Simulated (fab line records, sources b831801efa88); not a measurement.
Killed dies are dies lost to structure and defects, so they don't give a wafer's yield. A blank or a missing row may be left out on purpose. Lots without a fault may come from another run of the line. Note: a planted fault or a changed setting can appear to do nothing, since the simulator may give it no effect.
The tool behind it: which one?	flow sky130	13 lots, 39 wafers sampled, at 2 steps of a route of 708

WHAT THE GAUGES READ, wafer by wafer
SKY_VIA2_BOW_MEAS_03.
lot	measured	on	VIA2_BOW (um)
L330	day 35 07:09	filmMetro-04	93 80 81
L333	day 36 02:32	filmMetro-04	84 85 89
L334	day 37 06:35	filmMetro-04	91 85 97
L335	day 37 13:20	filmMetro-04	73 84 78
L337	day 38 05:15	filmMetro-03	71 81 82
L338	day 38 10:29	filmMetro-02	94 92 87
L341	day 39 01:57	filmMetro-02	82 78 78
L342	day 39 09:51	filmMetro-04	71 84 76 - - -
L344	day 39 21:14	filmMetro-04	80 86 78
L345	day 39 22:18	filmMetro-04	71 75 83 - - -
L352	day 41 21:09	filmMetro-02	88 84 89
L351	day 41 22:09	filmMetro-02	79 90 73
L353	day 42 05:39	filmMetro-03	82 85 87

EACH LOT AND THE TOOL THAT RAN IT (in order: tool; ch and the chambers of the sampled wafers; start)
lot	SKY_VIA2_CMP_02
L330	cmp-01 ch 0,1, day 35 06:49
L333	cmp-01 ch 0,3, day 36 02:14
L334	cmp-02 ch 1,2,3, day 37 06:19
L335	cmp-02 ch 0,1,3, day 37 13:05
L337	cmp-02 ch 0,1,2, day 38 04:56
L338	cmp-01 ch 0,1,2, day 38 10:14
L341	cmp-02 ch 1,2, day 39 01:38
L342	cmp-02 ch 0,1,2, day 39 09:31
L344	cmp-01 ch 0,1,3, day 39 21:05
L345	cmp-02 ch 0,1,2, day 39 22:01
L352	cmp-01 ch 0,1,2, day 41 20:56
L351	cmp-01 ch 0,2,3, day 41 21:50
L353	cmp-01 ch 1,2,3, day 42 05:21
- SKY_VIA2_CMP_02: polishes SiO2.

AS READ BY THE TOOLS THEMSELVES (means over the sampled wafers that have a number; for cases with no such wafer, the mark the record gives instead)
SKY_VIA2_CMP_02.
lot	tool	motorCurrentA (A)	retainingRingPressureFrac
L330	cmp-01	12.9	1.000
L333	cmp-01	12.5	1.002
L334	cmp-02	12.6	1.000
L335	cmp-02	12.5	1.001
L337	cmp-02	12.8	0.997
L338	cmp-01	12.0	0.998
L341	cmp-02	13.1	0.996
L342	cmp-02	13.0	0.999
L344	cmp-01	12.6	0.997
L345	cmp-02	13.4	1.005
L352	cmp-01	12.2	0.999
L351	cmp-01	12.0	1.000
L353	cmp-01	11.5	1.000

THE ANSWER, worked out from the rows above alone
Rule: what is usual is taken from the lots themselves. The widest of any qualifying gaps counts: lots, ordered by their means at a reading, are off when they make up no more than a third of the lots, leave a main group of 4 or more, and stand apart from it by 3 or more times the standard deviation of that group's means. A main group is skipped when, at the precision printed for the reading in the tables above, its means are all equal. Also off: a lot with no number at a reading for which 4 or more lots have one. The other lots that the step has rows for count as sound. First the gauges in route order, then the tools' own readings, where a lot's mean is used as printed above. At the first step where some lot is off, the reading lying furthest off is the one used; lots without a number count as furthest.
None of the lots is off at any reading shown; this tells nothing.

WHAT HAD BEEN PUT IN BY THE SIMULATOR
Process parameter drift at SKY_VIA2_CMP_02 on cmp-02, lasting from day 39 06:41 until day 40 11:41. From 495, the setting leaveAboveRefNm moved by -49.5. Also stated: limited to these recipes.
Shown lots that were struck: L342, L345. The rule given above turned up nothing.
